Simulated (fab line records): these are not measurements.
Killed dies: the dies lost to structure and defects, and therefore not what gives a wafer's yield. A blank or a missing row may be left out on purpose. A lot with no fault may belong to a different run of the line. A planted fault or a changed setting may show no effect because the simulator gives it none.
fab line records    flow sky130
[record] lots = 12  wafers = 36  last_day = 50
route steps=708 shown POLY_GATE@236 LDD_P@266 LDD_LDN@297 SPACER@306 PAD_OPEN@708
lots that met no fault: taken from a fault-free run of the same line
start_h: the number of hours between the record's first day and the start of the first shown wafer of the lot    wait_h: time in hours since the lot's previous step    " repeats the value in the row above    L1.1+2: a single row standing in for several wafers    - no value present, or no start provided    * or withheld: withheld    < > ~ a bound
route shown NAME@n: a module of which the file shows steps, and the number in the route of the first    usual: mean/standard deviation taken from wafers without a fault    same: alike in all rows    chamber/n: place in a boat    sites: per-site readings    _std_site: how widely they spread, as a standard deviation    _edge_site: outer sites' mean less inner sites'    radius_mm: how far each site lies from the wafer's centre    mask NAME#n: copy n    behind: tool/chamber where the wafer was last shaped    hold: the reason the lot was held/the length of the hold in hours/how it ended    device: whichever transistor did not switch (one of n, p or np)    end of line: the route-end tests of the same wafers    step lacking rows: just its recipe    killed: the dies lost at the first sort to structure and to defects; this is not the yield of the wafer    map: dies across one wafer; x = killed, . = not, _ = none there
set.NAME: the setting the step ran with; set.NAME@STEP: the setting that earlier step ran with    model.NAME: the simulator's own value behind a step, which no gauge read
one table for each step of the route and one row for each wafer, over a sample of lots
services: a tool's chamber out of use, with start hour (start_h, from the record's first day; less than 0 if before it), hours out, and reason
[[steps]]
[step SKY_POLY_GATE_CD_MEAS_22]
[usual] cd_nm = 149.7/2.2
lot.wafer  tool       chamber  start_h  wait_h  cd_nm
L403.3     cd_sem-02  -        371.00   0.1     148.4
L403.5     "          -        "        "       150.5
L403.6     "          -        "        "       151.8
L402.1     cd_sem-02  -        372.70   0.1     152.4
L402.2     "          -        "        "       152.5
L402.5     "          -        "        "       148.3
L405.2     cd_sem-01  -        396.61   0.1     145.3
L405.4     "          -        "        "       149.5
L405.6     "          -        "        "       147.0
L406.2     cd_sem-02  -        415.23   0.1     150.5
L406.3     "          -        "        "       151.4
L406.4     "          -        "        "       147.9
L408.3     cd_sem-02  -        441.09   0.1     147.8
L408.4     "          -        "        "       145.0
L408.6     "          -        "        "       147.8
L409.2     cd_sem-01  -        444.91   0.1     146.3
L409.3     "          -        "        "       145.9
L409.5     "          -        "        "       147.4
L417.4     cd_sem-02  -        511.38   0.1     151.5
L417.5     "          -        "        "       151.1
L417.6     "          -        "        "       149.9
L420.4     cd_sem-02  -        529.78   0.1     152.6
L420.5     "          -        "        "       151.0
L420.6     "          -        "        "       153.1
L421.3     cd_sem-02  -        544.80   0.1     149.4
L421.5     "          -        "        "       150.2
L421.6     "          -        "        "       150.7
L423.1     cd_sem-01  -        554.52   0.1     150.5
L423.2     "          -        "        "       146.7
L423.5     "          -        "        "       152.7
L424.1     cd_sem-01  -        561.88   0.1     150.8
L424.2     "          -        "        "       150.8
L424.4     "          -        "        "       150.4
L425.3     cd_sem-01  -        576.10   0.1     147.8
L425.4     "          -        "        "       150.8
L425.5     "          -        "        "       150.4
[step SKY_LDD_P_TW_MEAS_11]
[usual] LDD_P_TW = 638/4.8
lot.wafer  tool           chamber  start_h  wait_h  LDD_P_TW
L403.3     film_metro-03  -        431.62   0.1     640
L403.5     "              -        "        "       637
L403.6     "              -        "        "       639
L402.1     film_metro-03  -        432.94   0.1     638
L402.2     "              -        "        "       643
L402.5     "              -        "        "       642
L405.2     film_metro-03  -        457.71   0.1     640
L405.4     "              -        "        "       641
L405.6     "              -        "        "       636
L406.2     film_metro-01  -        477.47   0.1     632
L406.3     "              -        "        "       628
L406.4     "              -        "        "       636
L408.3     film_metro-02  -        502.87   0.1     627
L408.4     "              -        "        "       625
L408.6     "              -        "        "       624
L409.2     film_metro-03  -        507.11   0.1     641
L409.3     "              -        "        "       637
L409.5     "              -        "        "       640
L417.4     film_metro-03  -        573.18   0.1     640
L417.5     "              -        "        "       637
L417.6     "              -        "        "       642
L420.4     film_metro-01  -        591.73   0.1     638
L420.5     "              -        "        "       640
L420.6     "              -        "        "       639
L421.3     film_metro-03  -        605.17   0.1     642
L421.5     "              -        "        "       640
L421.6     "              -        "        "       640
L423.1     film_metro-03  -        615.05   0.1     641
L423.2     "              -        "        "       639
L423.5     "              -        "        "       641
L424.1     film_metro-01  -        621.70   0.1     637
L424.2     "              -        "        "       637
L424.4     "              -        "        "       636
L425.3     film_metro-02  -        636.57   0.1     624
L425.4     "              -        "        "       625
L425.5     "              -        "        "       624
[step SKY_LDD_LDN_IMPLANT_08]
[recipe] species = As  energy_kev = 15  dose_cm2 = 1.25e+13  tilt_deg = withheld  rotation_deg = 23
[usual] end_station_pressure_torr = 5.1e-06/2.5e-07
lot.wafer  tool          chamber  start_h  wait_h  end_station_pressure_torr
L403.3     implanter-01  0        522.68   0.1     5.36e-06
L403.5     "             0        "        "       4.94e-06
L403.6     "             0        "        "       5.09e-06
L402.1     implanter-02  0        524.25   0.0     4.95e-06
L402.2     "             0        "        "       4.96e-06
L402.5     "             0        "        "       5.14e-06
L405.2     implanter-01  0        548.95   0.0     4.8e-06
L405.4     "             0        "        "       5.07e-06
L405.6     "             0        "        "       4.77e-06
L406.2     implanter-01  0        567.73   0.0     5.01e-06
L406.3     "             0        "        "       4.73e-06
L406.4     "             0        "        "       5.25e-06
L406.2     implanter-01  0        568.04   0.3     5.07e-06
L406.3     "             0        "        "       5.64e-06
L406.4     "             0        "        "       5.05e-06
L408.3     implanter-02  0        592.23   0.1     5.22e-06
L408.4     "             0        "        "       5.24e-06
L408.6     "             0        "        "       4.98e-06
L409.2     implanter-04  0        597.58   0.0     4.8e-06
L409.3     "             0        "        "       5.52e-06
L409.5     "             0        "        "       5.47e-06
L409.2     implanter-04  0        597.89   0.3     5.51e-06
L409.3     "             0        "        "       5.28e-06
L409.5     "             0        "        "       4.78e-06
L417.4     implanter-02  0        660.41   0.1     4.82e-06
L417.5     "             0        "        "       5.26e-06
L417.6     "             0        "        "       5.28e-06
L417.4     implanter-02  0        660.72   0.3     5.05e-06
L417.5     "             0        "        "       4.86e-06
L417.6     "             0        "        "       4.76e-06
L420.4     implanter-01  0        676.50   0.1     5.28e-06
L420.5     "             0        "        "       4.94e-06
L420.6     "             0        "        "       5.13e-06
L421.3     implanter-01  0        688.53   0.1     5.04e-06
L421.5     "             0        "        "       5.08e-06
L421.6     "             0        "        "       4.79e-06
L423.1     implanter-02  0        697.15   0.0     5.14e-06
L423.2     "             0        "        "       5.07e-06
L423.5     "             0        "        "       5.09e-06
L424.1     implanter-01  0        702.60   0.0     5.16e-06
L424.2     "             0        "        "       5.28e-06
L424.4     "             0        "        "       5.22e-06
L425.3     implanter-04  0        715.78   0.1     5.54e-06
L425.4     "             0        "        "       4.79e-06
L425.5     "             0        "        "       4.72e-06
[step SKY_LDD_LDN_TW_MEAS_13]
[usual] LDD_LDN_TW = 1482/15
lot.wafer  tool           chamber  start_h  wait_h  LDD_LDN_TW
L403.3     film_metro-02  -        523.35   0.1     1454
L403.5     "              -        "        "       1462
L403.6     "              -        "        "       1465
L402.1     film_metro-04  -        524.95   0.1     1487
L402.2     "              -        "        "       1486
L402.5     "              -        "        "       1488
L405.2     film_metro-04  -        549.64   0.1     1493
L405.4     "              -        "        "       1488
L405.6     "              -        "        "       1488
L406.2     film_metro-03  -        568.73   0.1     1599
L406.3     "              -        "        "       1597
L406.4     "              -        "        "       1598
L408.3     film_metro-03  -        592.90   0.1     1502
L408.4     "              -        "        "       1494
L408.6     "              -        "        "       1490
L409.2     film_metro-04  -        598.58   0.1     1590
L409.3     "              -        "        "       1584
L409.5     "              -        "        "       1584
L417.4     film_metro-04  -        661.38   0.1     1587
L417.5     "              -        "        "       1593
L417.6     "              -        "        "       1591
L420.4     film_metro-03  -        677.16   0.1     1484
L420.5     "              -        "        "       1499
L420.6     "              -        "        "       1484
L421.3     film_metro-04  -        689.20   0.1     1480
L421.5     "              -        "        "       1493
L421.6     "              -        "        "       1489
L423.1     film_metro-04  -        697.85   0.1     1482
L423.2     "              -        "        "       1486
L423.5     "              -        "        "       1492
L424.1     film_metro-03  -        703.30   0.1     1481
L424.2     "              -        "        "       1483
L424.4     "              -        "        "       1483
L425.3     film_metro-04  -        716.45   0.1     1484
L425.4     "              -        "        "       1482
L425.5     "              -        "        "       1490
[step SKY_SPACER_ETCHBACK_02]
[recipe] chemistry = CH3F/O2  target = Si3N4  stop_on = SiO2  source_w = 400  bias_w = 80  pressure_mtorr = 25  ch3f_flow_sccm = 40  O2_flow_sccm = 30  time_s = 46.7  target_depth_a = 450
[usual] drypump_motor_current_A = 5.5/0.45  oes_product_au = 0.855/0.0072  throttle_valve_pct = 10.561/0.0092
lot.wafer  tool         chamber  start_h  wait_h  drypump_motor_current_A  oes_product_au  rf_hours_counter_h  throttle_valve_pct
L403.3     rie_diel-01  3        525.58   0.0     5.8                      0.844           10                  10.554
L403.5     "            1        "        "       5.2                      0.848           -                   10.557
L403.6     "            2        "        "       6.0                      0.854           -                   10.573
L402.1     rie_diel-03  0        526.79   0.1     5.1                      0.839           3                   10.561
L402.2     "            2        "        "       5.7                      0.842           5                   10.550
L402.5     "            0        "        "       5.1                      0.844           -                   10.560
L405.2     rie_diel-03  1        551.22   0.0     5.0                      0.852           13                  10.556
L405.4     "            0        "        "       5.1                      0.854           3                   10.562
L405.6     "            3        "        "       5.2                      0.855           -                   10.544
L406.2     rie_diel-02  2        572.09   0.0     5.2                      0.859           1                   10.576
L406.3     "            1        "        "       5.8                      0.861           61                  10.543
L406.4     "            0        "        "       5.2                      0.862           7                   10.578
L408.3     rie_diel-01  0        596.01   0.0     6.6                      0.845           1                   10.552
L408.4     "            2        "        "       6.1                      0.851           13                  10.560
L408.6     "            3        "        "       5.7                      0.860           -                   10.570
L409.2     rie_diel-01  0        601.24   0.0     6.6                      0.851           1                   10.570
L409.3     "            1        "        "       5.2                      0.856           2                   10.553
L409.5     "            2        "        "       6.1                      0.858           -                   10.560
L417.4     rie_diel-01  1        662.84   0.0     5.2                      0.855           3                   10.561
L417.5     "            0        "        "       6.5                      0.857           -                   10.570
L417.6     "            3        "        "       5.8                      0.850           -                   10.564
L420.4     rie_diel-02  2        678.50   0.0     5.2                      0.859           3                   10.563
L420.5     "            3        "        "       5.1                      0.856           -                   10.554
L420.6     "            2        "        "       5.2                      0.857           -                   10.564
L421.3     rie_diel-02  2        691.33   0.0     5.2                      0.860           4                   10.558
L421.5     "            3        "        "       5.2                      0.858           -                   10.563
L421.6     "            2        "        "       5.2                      0.861           -                   10.570
L423.1     rie_diel-02  3        699.45   0.1     5.1                      0.854           8                   10.562
L423.2     "            2        "        "       5.2                      0.861           4                   10.554
L423.5     "            3        "        "       5.1                      0.853           -                   10.561
L424.1     rie_diel-02  3        705.08   0.1     5.1                      0.867           8                   10.556
L424.2     "            2        "        "       5.2                      0.869           4                   10.556
L424.4     "            1        "        "       5.8                      0.868           1                   10.571
L425.3     rie_diel-03  1        717.90   0.0     5.0                      0.867           17                  10.550
L425.4     "            2        "        "       5.7                      0.855           10                  10.570
L425.5     "            1        "        "       5.0                      0.860           -                   10.561
[step SKY_PAD_OPEN_PROBE_99]
[usual] killed_at_M0_to_M3 = 43/6.8  killed_at_M4_up = 2.9/1.7  killed_at_contacts = 24/5.4  killed_at_front_end = 15/4.8  killed_at_other = 0.3/0.57  killed_dies = 85/9.4  killed_open = 47/7.5  killed_short = 38/5.7
[same] gross_dies = 492  killed_at_back_side = 0
lot.wafer  tool       chamber  start_h  wait_h  killed_at_M0_to_M3  killed_at_M4_up  killed_at_contacts  killed_at_front_end  killed_at_other  killed_dies  killed_open  killed_short
L403.3     prober-01  -        1065.39  0.2     42                  4                21                  10                   0                77           46           31
L403.5     prober-01  -        1065.49  0.2     35                  1                32                  7                    0                75           42           33
L403.6     prober-01  -        1065.54  0.2     38                  0                19                  17                   0                74           49           25
L402.1     prober-02  -        1070.34  0.1     52                  0                31                  13                   0                96           49           47
L402.2     prober-02  -        1070.39  0.1     43                  1                21                  12                   1                78           39           39
L402.5     prober-02  -        1070.54  0.2     45                  0                32                  10                   0                87           52           35
L405.2     prober-02  -        1084.74  0.1     39                  5                24                  19                   0                87           48           39
L405.4     prober-02  -        1084.84  0.2     35                  6                21                  22                   0                84           36           48
L405.6     prober-02  -        1084.94  0.2     48                  3                21                  24                   0                96           53           43
L406.2     prober-01  -        1097.26  0.1     42                  3                45                  13                   1                104          57           47
L406.3     prober-01  -        1097.31  0.2     28                  4                24                  10                   0                66           38           28
L406.4     prober-01  -        1097.36  0.2     35                  1                24                  8                    1                69           33           36
L408.3     prober-02  -        1112.00  0.2     37                  2                23                  30                   0                92           52           40
L408.4     prober-02  -        1112.05  0.2     42                  2                22                  9                    0                75           42           33
L408.6     prober-02  -        1112.15  0.2     53                  0                18                  12                   0                83           40           43
L409.2     prober-02  -        1118.12  0.1     39                  4                13                  16                   0                72           41           31
L409.3     prober-02  -        1118.17  0.2     31                  6                19                  17                   0                73           27           46
L409.5     prober-02  -        1118.27  0.2     41                  6                20                  16                   2                85           45           40
L417.4     prober-02  -        1155.38  0.2     36                  3                28                  8                    0                75           42           33
L417.5     prober-02  -        1155.43  0.2     38                  3                28                  9                    1                79           36           43
L417.6     prober-02  -        1155.48  0.2     44                  4                32                  11                   0                91           53           38
L420.4     prober-01  -        1171.51  0.2     46                  2                23                  16                   0                87           46           41
L420.5     prober-01  -        1171.56  0.2     39                  2                16                  15                   0                72           39           33
L420.6     prober-01  -        1171.61  0.2     39                  1                31                  20                   0                91           58           33
L421.3     prober-02  -        1173.32  0.2     31                  1                19                  5                    0                56           29           27
L421.5     prober-02  -        1173.42  0.2     41                  5                12                  8                    1                67           32           35
L421.6     prober-02  -        1173.47  0.2     37                  4                23                  10                   1                75           43           32
L423.1     prober-02  -        1182.76  0.1     31                  3                21                  9                    0                64           32           32
L423.2     prober-02  -        1182.81  0.1     38                  5                26                  17                   0                86           48           38
L423.5     prober-02  -        1182.96  0.2     39                  5                19                  12                   0                75           33           42
L424.1     prober-01  -        1184.58  0.1     39                  2                25                  19                   0                85           45           40
L424.2     prober-01  -        1184.63  0.1     35                  1                22                  26                   1                85           47           38
L424.4     prober-01  -        1184.73  0.2     42                  2                24                  13                   0                81           34           47
L425.3     prober-02  -        1188.38  0.2     44                  5                17                  14                   1                81           34           47
L425.4     prober-02  -        1188.43  0.2     43                  7                15                  7                    1                73           39           34
L425.5     prober-02  -        1188.48  0.2     56                  3                27                  13                   0                99           56           43
// killed by level:class
L403.3 VIA1:geometric_particle:open=12 CONTACT:geometric_particle:open=8 VIA1:geometric_particle:short=6 VIA3:geometric_particle:open=6 FIELD_ISO:geometric_particle:open=5 LI_CONTACT:geometric_particle:open=5 LOCAL_INTERCONNECT:geometric_particle:short=4 METAL2:geometric_particle:short=4
L403.5 VIA3:geometric_particle:open=10 CONTACT:geometric_particle:open=9 LI_CONTACT:geometric_particle:open=6 LI_CONTACT:geometric_particle:short=6 VIA1:geometric_particle:open=6 LOCAL_INTERCONNECT:geometric_particle:short=5 METAL1:geometric_particle:short=5 CONTACT:geometric_particle:short=4
L403.6 VIA1:geometric_particle:open=18 POLY_GATE:geometric_particle:open=7 CONTACT:geometric_particle:open=6 LI_CONTACT:geometric_particle:open=5 CONTACT:geometric_particle:short=5 FIELD_ISO:geometric_particle:open=3 POLY_GATE:geometric_particle:short=3 METAL2:geometric_particle:short=3
L402.1 VIA1:geometric_particle:open=15 CONTACT:geometric_particle:open=12 CONTACT:geometric_particle:short=9 METAL3:geometric_particle:short=7 LOCAL_INTERCONNECT:geometric_particle:short=6 VIA1:geometric_particle:short=5 VIA2:geometric_particle:short=5 FIELD_ISO:geometric_particle:open=4
L402.2 CONTACT:geometric_particle:open=7 VIA1:geometric_particle:open=7 VIA3:geometric_particle:open=7 LI_CONTACT:geometric_particle:open=6 VIA1:geometric_particle:short=5 VIA2:geometric_particle:short=5 FIELD_ISO:geometric_particle:short=4 CONTACT:geometric_particle:short=4
L402.5 CONTACT:geometric_particle:open=16 VIA1:geometric_particle:open=12 VIA2:geometric_particle:open=10 METAL2:geometric_particle:short=6 CONTACT:geometric_particle:short=5 POLY_GATE:geometric_particle:short=4 LI_CONTACT:geometric_particle:short=4 VIA3:geometric_particle:open=4
L405.2 CONTACT:geometric_particle:open=12 METAL1:geometric_particle:short=7 METAL2:geometric_particle:short=7 LI_CONTACT:geometric_particle:open=6 FIELD_ISO:geometric_particle:open=5 POLY_GATE:geometric_particle:open=5 VIA2:geometric_particle:open=5 VIA3:geometric_particle:open=5
L405.4 POLY_GATE:geometric_particle:short=9 VIA1:geometric_particle:open=8 CONTACT:geometric_particle:open=8 METAL1:geometric_particle:short=8 METAL2:geometric_particle:short=6 VIA2:geometric_particle:open=6 FIELD_ISO:geometric_particle:short=5 CONTACT:geometric_particle:short=5
L405.6 CONTACT:geometric_particle:open=12 FIELD_ISO:geometric_particle:short=9 VIA3:geometric_particle:open=9 VIA1:geometric_particle:open=8 METAL2:geometric_particle:short=7 POLY_GATE:geometric_particle:open=6 FIELD_ISO:geometric_particle:open=5 VIA1:geometric_particle:short=5
L406.2 CONTACT:geometric_particle:open=16 LI_CONTACT:geometric_particle:open=10 CONTACT:geometric_particle:short=9 VIA1:geometric_particle:open=9 LOCAL_INTERCONNECT:geometric_particle:short=7 VIA3:geometric_particle:open=7 FIELD_ISO:geometric_particle:short=4 VIA3:geometric_particle:short=4
L406.3 VIA1:geometric_particle:open=11 LI_CONTACT:geometric_particle:open=9 CONTACT:geometric_particle:open=9 LOCAL_INTERCONNECT:geometric_particle:short=4 FIELD_ISO:geometric_particle:short=3 METAL4:geometric_particle:short=3 VIA1:geometric_particle:short=3 METAL2:geometric_particle:short=3
L406.4 METAL1:geometric_particle:short=10 LI_CONTACT:geometric_particle:open=8 VIA1:geometric_particle:open=8 CONTACT:geometric_particle:open=6 LI_CONTACT:geometric_particle:short=5 VIA3:geometric_particle:open=4 LOCAL_INTERCONNECT:geometric_particle:short=3 METAL3:geometric_particle:short=3
L408.3 CONTACT:geometric_particle:open=13 VIA1:geometric_particle:open=10 FIELD_ISO:geometric_particle:open=7 POLY_GATE:geometric_particle:open=7 FIELD_ISO:geometric_particle:short=6 POLY_GATE:geometric_particle:short=6 METAL1:geometric_particle:short=5 CONTACT:geometric_particle:short=4
L408.4 VIA1:geometric_particle:open=11 LI_CONTACT:geometric_particle:open=8 CONTACT:geometric_particle:open=7 VIA3:geometric_particle:open=7 POLY_GATE:geometric_particle:short=4 VIA3:geometric_particle:short=4 LOCAL_INTERCONNECT:geometric_particle:short=4 VIA2:geometric_particle:open=4
L408.6 VIA1:geometric_particle:open=13 VIA1:geometric_particle:short=10 VIA3:geometric_particle:open=6 METAL1:geometric_particle:short=6 LOCAL_INTERCONNECT:geometric_particle:short=6 LI_CONTACT:geometric_particle:open=5 VIA2:geometric_particle:open=5 FIELD_ISO:geometric_particle:open=4
L409.2 VIA1:geometric_particle:open=11 LI_CONTACT:geometric_particle:open=8 METAL2:geometric_particle:short=7 FIELD_ISO:geometric_particle:open=5 POLY_GATE:geometric_particle:open=5 VIA1:geometric_particle:short=5 VIA2:geometric_particle:open=5 CONTACT:geometric_particle:open=4
L409.3 POLY_GATE:geometric_particle:short=9 VIA1:geometric_particle:open=8 LOCAL_INTERCONNECT:geometric_particle:short=8 FIELD_ISO:geometric_particle:short=4 METAL4:geometric_particle:short=4 CONTACT:geometric_particle:open=4 METAL1:geometric_particle:short=4 VIA1:geometric_particle:short=4
L409.5 VIA1:geometric_particle:open=13 CONTACT:geometric_particle:open=6 METAL2:geometric_particle:short=5 VIA1:geometric_particle:short=5 LI_CONTACT:geometric_particle:short=5 LI_CONTACT:geometric_particle:open=5 VIA3:geometric_particle:open=5 FIELD_ISO:geometric_particle:open=4
L417.4 CONTACT:geometric_particle:open=11 VIA1:geometric_particle:open=7 METAL2:geometric_particle:short=6 LI_CONTACT:geometric_particle:open=5 LOCAL_INTERCONNECT:geometric_particle:short=5 METAL1:geometric_particle:short=5 VIA2:geometric_particle:open=5 LI_CONTACT:geometric_particle:short=4
L417.5 CONTACT:geometric_particle:short=9 METAL2:geometric_particle:short=8 VIA3:geometric_particle:open=8 VIA1:geometric_particle:open=6 LI_CONTACT:geometric_particle:open=5 VIA2:geometric_particle:open=5 POLY_GATE:geometric_particle:short=4 POLY_GATE:geometric_particle:open=4
L417.6 LI_CONTACT:geometric_particle:open=10 VIA3:geometric_particle:open=9 CONTACT:geometric_particle:open=9 VIA1:geometric_particle:open=9 VIA2:geometric_particle:open=8 CONTACT:geometric_particle:short=6 FIELD_ISO:geometric_particle:short=4 LOCAL_INTERCONNECT:geometric_particle:short=4
L420.4 CONTACT:geometric_particle:open=13 VIA1:geometric_particle:open=10 VIA1:geometric_particle:short=9 VIA3:geometric_particle:open=6 VIA2:geometric_particle:open=4 VIA2:geometric_particle:short=4 METAL2:geometric_particle:short=4 FIELD_ISO:geometric_particle:short=3
L420.5 VIA3:geometric_particle:open=9 FIELD_ISO:geometric_particle:short=6 LI_CONTACT:geometric_particle:open=6 VIA2:geometric_particle:open=6 VIA1:geometric_particle:short=5 METAL2:geometric_particle:open=5 LOCAL_INTERCONNECT:geometric_particle:short=4 CONTACT:geometric_particle:open=4
L420.6 CONTACT:geometric_particle:open=13 LI_CONTACT:geometric_particle:open=12 FIELD_ISO:geometric_particle:open=9 VIA1:geometric_particle:open=7 VIA3:geometric_particle:open=6 POLY_GATE:geometric_particle:open=5 METAL1:geometric_particle:short=5 VIA3:geometric_particle:short=5
L421.3 VIA1:geometric_particle:open=6 CONTACT:geometric_particle:open=6 VIA3:geometric_particle:open=6 LI_CONTACT:geometric_particle:short=4 LI_CONTACT:geometric_particle:open=4 CONTACT:geometric_particle:short=4 METAL1:geometric_particle:short=3 VIA1:geometric_particle:short=3
L421.5 VIA1:geometric_particle:open=14 METAL3:geometric_particle:short=5 METAL4:geometric_particle:short=5 LOCAL_INTERCONNECT:geometric_particle:short=4 CONTACT:geometric_particle:open=4 METAL1:geometric_particle:short=4 METAL2:geometric_particle:short=4 POLY_GATE:geometric_particle:open=3
L421.6 CONTACT:geometric_particle:open=12 VIA1:geometric_particle:open=9 VIA2:geometric_particle:open=7 VIA3:geometric_particle:open=6 LOCAL_INTERCONNECT:geometric_particle:short=5 LI_CONTACT:geometric_particle:open=4 VIA3:geometric_particle:short=4 METAL1:geometric_particle:short=4
L423.1 CONTACT:geometric_particle:open=9 VIA3:geometric_particle:open=8 VIA2:geometric_particle:open=6 METAL2:geometric_particle:short=5 LI_CONTACT:geometric_particle:short=4 METAL1:geometric_particle:short=4 POLY_GATE:geometric_particle:short=3 LOCAL_INTERCONNECT:geometric_particle:short=3
L423.2 LI_CONTACT:geometric_particle:open=9 VIA1:geometric_particle:open=9 VIA3:geometric_particle:open=8 CONTACT:geometric_particle:open=8 POLY_GATE:geometric_particle:short=6 METAL2:geometric_particle:short=6 VIA2:geometric_particle:open=6 LOCAL_INTERCONNECT:geometric_particle:short=5
L423.5 VIA1:geometric_particle:open=10 METAL1:geometric_particle:short=7 CONTACT:geometric_particle:open=7 FIELD_ISO:geometric_particle:short=5 VIA2:geometric_particle:open=5 METAL4:geometric_particle:short=5 CONTACT:geometric_particle:short=4 METAL2:geometric_particle:short=4
L424.1 VIA1:geometric_particle:open=9 CONTACT:geometric_particle:open=8 LOCAL_INTERCONNECT:geometric_particle:short=7 FIELD_ISO:geometric_particle:open=5 POLY_GATE:geometric_particle:open=5 CONTACT:geometric_particle:short=5 METAL1:geometric_particle:short=5 VIA2:geometric_particle:open=5
L424.2 FIELD_ISO:geometric_particle:short=10 LI_CONTACT:geometric_particle:open=9 VIA1:geometric_particle:open=9 FIELD_ISO:geometric_particle:open=7 CONTACT:geometric_particle:open=7 VIA3:geometric_particle:open=7 CONTACT:geometric_particle:short=4 METAL1:geometric_particle:short=4
L424.4 LI_CONTACT:geometric_particle:open=9 METAL2:geometric_particle:short=6 METAL3:geometric_particle:short=5 VIA2:geometric_particle:open=5 VIA2:geometric_particle:short=5 METAL1:geometric_particle:short=4 LI_CONTACT:geometric_particle:short=4 CONTACT:geometric_particle:short=4
L425.3 METAL1:geometric_particle:short=9 VIA2:geometric_particle:open=8 VIA1:geometric_particle:open=8 CONTACT:geometric_particle:short=6 LOCAL_INTERCONNECT:geometric_particle:short=6 METAL2:geometric_particle:short=5 VIA3:geometric_particle:open=5 VIA2:geometric_particle:short=4
L425.4 VIA1:geometric_particle:open=12 LI_CONTACT:geometric_particle:open=6 METAL2:geometric_particle:short=6 METAL1:geometric_particle:short=6 CONTACT:geometric_particle:open=5 METAL3:geometric_particle:short=4 METAL4:geometric_particle:open=3 VIA2:geometric_particle:open=3
L425.5 VIA1:geometric_particle:open=12 CONTACT:geometric_particle:open=11 METAL1:geometric_particle:short=10 LI_CONTACT:geometric_particle:short=6 LI_CONTACT:geometric_particle:open=6 METAL2:geometric_particle:short=5 METAL2:geometric_particle:open=5 VIA2:geometric_particle:short=5
[[services]]
tool          chamber  start_h  hours  kind
implanter-01  -        501.82   2.4    repair
rie_diel-01   0        507.95   -      clean
rie_diel-01   0        507.95   22.9   scheduled_down
rie_diel-01   0        507.95   22.9   vent_cycle
rie_diel-01   0        544.86   3.3    repair
rie_diel-02   -        567.84   0.4    repair
rie_diel-01   2        577.29   5.0    repair
implanter-01  -        581.44   3.6    repair
rie_diel-02   -        586.43   15.6   pm
implanter-04  -        587.13   5.2    repair
rie_diel-01   0        602.57   2.0    repair
implanter-01  -        618.60   3.8    pm
implanter-04  -        635.84   19.0   pm
rie_diel-02   1        643.25   7.2    repair
rie_diel-02   1        658.07   -      clean
rie_diel-02   1        658.07   16.0   scheduled_down
rie_diel-02   1        658.07   16.0   vent_cycle
rie_diel-02   -        673.37   0.8    repair
rie_diel-03   3        705.84   4.0    repair
implanter-02  -        706.44   3.7    pm
[[key]]
[first_sign] step = SKY_LDD_LDN_IMPLANT_08  reading = visit  direction = added
[effect] step = SKY_LDD_LDN_TW_MEAS_13  reading = LDD_LDN_TW  direction = up  sigmas = 7.5  usual = 1482  struck = 1591
met_at SKY_LDD_LDN_IMPLANT_08
struck_lots L406,L409,L417
tester_left_out L406,L409,L417
not_acting_at SKY_POLY_GATE_CD_MEAS_22,SKY_LDD_P_TW_MEAS_11,SKY_SPACER_ETCHBACK_02
[fault] kind = repeated_step_whole  tool = implanter-01,implanter-02,implanter-04  chamber = -  onset_h = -  steps = SKY_LDD_LDN_IMPLANT_08  times = 1  scope = struck_lots_only
// tester_left_out: of these lots the tester's yield and bins aren't shown, on N5 and GAA mostly nor the transistor test; their killed dies are dies lost to structure and defects alone, not to doping, threshold or leakage, so they don't give the yield
